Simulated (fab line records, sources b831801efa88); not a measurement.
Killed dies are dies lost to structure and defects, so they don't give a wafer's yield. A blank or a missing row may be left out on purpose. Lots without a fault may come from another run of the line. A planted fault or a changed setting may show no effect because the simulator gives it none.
Problem report in the 8D (eight disciplines) form, filled by code | flow sky130 | the parts of the form that need people (team, actions taken, sign-off) are left out

1. THE PROBLEM
CAPM_TIN_RS at SKY_CAPM_RS_MEAS_03 reads a mean of 6.07 ohm/sq on 3 wafers of 2 lots; wafers without a fault read 6.90 ohm/sq with a standard deviation of 0.073. That is -11 standard deviations from the usual mean.
The step: measures by four-point-probe.
First seen on wafer L264.3, day 41 04:23, on film_metro-04. The record holds 12 wafers of 4 lots with a number at this step. Rule for "out", or "out of limits": more than 4 standard deviations from the usual mean. The other wafers with a number count as sound.

2. WHAT IT IS AND WHAT IT IS NOT
question                    | is                           | is not
which readings at this step | CAPM_TIN_RS                  | -
which lots                  | L264, L266                   | L262, L272
which wafers of those lots  | L264.3, L266.2, L266.5       | L264.4, L264.6, L266.4
read on which gauges        | film_metro-02, film_metro-04 | -
when                        | from day 41 04:23            | up to then (5 sound wafers); but 4 sound wafers of L266, L272 came after

3. SUSPECTS, AND WHAT RULES EACH OUT
Counting: a tool at a process step up to the reading stays a suspect if it ran every lot that is out. Sound lots after the first of them don't rule it out here, since some wafers of a struck lot are sound.
- the gauge at SKY_CAPM_RS_MEAS_03: ruled out. The wafers that are out were read on 2 gauges (film_metro-02, film_metro-04).
- pvd_sputter-04 at SKY_CAPM_SPUTTER_02 (material TiN, target thk 200 nm, time 166.7 s): kept. It ran every lot that is out, first L264 (day 41 04:14); its last sound lot up to then is L262 (day 40 03:23). Its own readings are out on those wafers: cathode_dc_power_W.
Left after counting: pvd_sputter-04 at SKY_CAPM_SPUTTER_02.

4. THE CAUSE (what the simulator had put in)
Process parameter drift: pvd_sputter-04, from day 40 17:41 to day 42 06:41, at SKY_CAPM_SPUTTER_02. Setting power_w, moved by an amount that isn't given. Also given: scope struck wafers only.
Counting left only this tool.

5. THE CHAIN OF EFFECTS, in route order
Each row: a reading whose mean over the struck wafers that have a number lies more than 3 standard deviations from the usual. Only readings for which the record gives a usual standard deviation are gone through. hours: the time from each lot's start at the first step in this table that gives one to its start at this step, as a median over the lots. sigmas: the change in usual standard deviations.
hours | step                   | reading            | usual       | on struck wafers | change | sigmas
0     | SKY_CAPM_SPUTTER_02    | cathode_dc_power_W | 6500.0 W    | 7322.1           | +822.1 | +99 or more
0     | SKY_CAPM_RS_MEAS_03    | CAPM_TIN_RS        | 6.90 ohm/sq | 6.07             | -0.83  | -11
0     | SKY_CAPM_THK_MEAS_04   | CAPM_TIN_THK       | 199.4 nm    | 226.1            | +26.7  | +11
24    | SKY_CAPM_METAL_ETCH_13 | oes_product_au     | 0.942 a.u.  | 1.007            | +0.065 | +8.7
24    | SKY_CAPM_METAL_ETCH_13 | throttle_valve_pct | 21.902 %    | 21.864           | -0.038 | -3.8
194   | SKY_PAD_OPEN_PROBE_99  | killed_at_other    | 0.3         | 30.0             | +29.7  | +53
The process steps in it:
- SKY_CAPM_SPUTTER_02: material TiN, target thk 200 nm, time 166.7 s.
- SKY_CAPM_METAL_ETCH_13: etches TiN in Cl2/BCl3, stops on SiO2, target depth 220 nm, time 62.9 s.
- SKY_PAD_OPEN_PROBE_99

6. WHAT WOULD HAVE CAUGHT IT SOONER
In this record the first reading out of limits at a measuring or inspecting step was taken at day 41 04:23, 11 hours after the fault began at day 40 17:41.
The tool's own readings at SKY_CAPM_SPUTTER_02 were out on every struck wafer that the step has a row for (cathode_dc_power_W): an alarm limit on them would have fired on the first of those.
Of the lots that are out (2), L266 began SKY_CAPM_SPUTTER_02 on pvd_sputter-04 after day 41 04:23. A hold on the tool at that time would have spared it.
